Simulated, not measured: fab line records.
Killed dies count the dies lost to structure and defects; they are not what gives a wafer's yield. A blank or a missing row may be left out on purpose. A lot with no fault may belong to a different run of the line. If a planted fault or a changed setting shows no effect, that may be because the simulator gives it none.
Split-lot study    flow sky130    on a route of 708 steps: 5 lots, 27 wafers read

SPLIT DETAILS
At SKY_FIELD_ISO_OXIDATION_01 (stabilise 600 s, purge 300 s, target thk 12 nm), the setting ox_time_s was moved away from the recipe's 1843 s on 24 of the 27 wafers read, by -50.2% to -30.6%. For the rest of the wafers, this setting stayed at what the recipe calls for.

The file shows no step between the split and the reading.

THE READING
Values of FIELD_ISO_OXIDATION_00_THK in nm from SKY_FIELD_ISO_THK_MEAS_02. A value of 11.93 nm with a standard deviation of 0.22 nm is what fault-free wafers of this fab line usually give.

wafer   tool, chamber at the split  ox_time_s as run, s  against the recipe  FIELD_ISO_OXIDATION_00_THK, nm  against lot-mates on the recipe
L076.1  -, -                        918.3                -50.2%              7.40                            no lot-mate on the recipe
L076.2  -, -                        918.3                -50.2%              7.08                            no lot-mate on the recipe
L076.3  -, -                        918.3                -50.2%              7.00                            no lot-mate on the recipe
L076.4  -, -                        918.3                -50.2%              7.33                            no lot-mate on the recipe
L076.5  -, -                        918.3                -50.2%              7.22                            no lot-mate on the recipe
L076.6  -, -                        918.3                -50.2%              7.46                            no lot-mate on the recipe
L078.2  furnace-01, 0               1843                 recipe              12.13                           -
L078.3  furnace-01, 0               1843                 recipe              12.14                           -
L078.4  furnace-01, 0               1843                 recipe              11.83                           -
L080.1  -, -                        1279                 -30.6%              9.45                            no lot-mate on the recipe
L080.2  -, -                        1279                 -30.6%              9.41                            no lot-mate on the recipe
L080.3  -, -                        1279                 -30.6%              9.48                            no lot-mate on the recipe
L080.4  -, -                        1279                 -30.6%              9.40                            no lot-mate on the recipe
L080.5  -, -                        1279                 -30.6%              9.54                            no lot-mate on the recipe
L080.6  -, -                        1279                 -30.6%              9.45                            no lot-mate on the recipe
L082.1  -, -                        1035                 -43.8%              7.89                            no lot-mate on the recipe
L082.2  -, -                        1035                 -43.8%              7.86                            no lot-mate on the recipe
L082.3  -, -                        1035                 -43.8%              7.67                            no lot-mate on the recipe
L082.4  -, -                        1035                 -43.8%              7.65                            no lot-mate on the recipe
L082.5  -, -                        1035                 -43.8%              7.80                            no lot-mate on the recipe
L082.6  -, -                        1035                 -43.8%              7.95                            no lot-mate on the recipe
L085.1  -, -                        1153                 -37.4%              8.34                            no lot-mate on the recipe
L085.2  -, -                        1153                 -37.4%              8.42                            no lot-mate on the recipe
L085.3  -, -                        1153                 -37.4%              8.46                            no lot-mate on the recipe
L085.4  -, -                        1153                 -37.4%              8.65                            no lot-mate on the recipe
L085.5  -, -                        1153                 -37.4%              8.33                            no lot-mate on the recipe
L085.6  -, -                        1153                 -37.4%              8.40                            no lot-mate on the recipe

FIT RESULTS
A straight line over all 27 wafers: FIELD_ISO_OXIDATION_00_THK changes by +0.0978 nm for each +1% of ox_time_s; r = +0.99; the points scatter about the line by 0.2 nm.
Too few moved wafers with a lot-mate on the recipe to fit a line net of each lot's own level.

THE WHOLE CHAIN: every reading that the file lists as answering this split, in the file's order
step                        what it does                                    reading                                                                                 change (the file's fit)                 r (the file's)
SKY_FIELD_ISO_OXIDATION_01  stabilise 600 s, purge 300 s, target thk 12 nm  SiO2_of_FIELD_ISO_OXIDATION_01.thk_nm (the simulator's own value, which no gauge read)  +0.0976 nm for each +1% of the setting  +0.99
SKY_FIELD_ISO_THK_MEAS_02                                                   FIELD_ISO_OXIDATION_00_THK                                                              +0.0978 for each +1% of the setting     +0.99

THE FILE'S OWN FIT
FIELD_ISO_OXIDATION_00_THK changes by +0.0978 nm for each +1% of ox_time_s, r = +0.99.
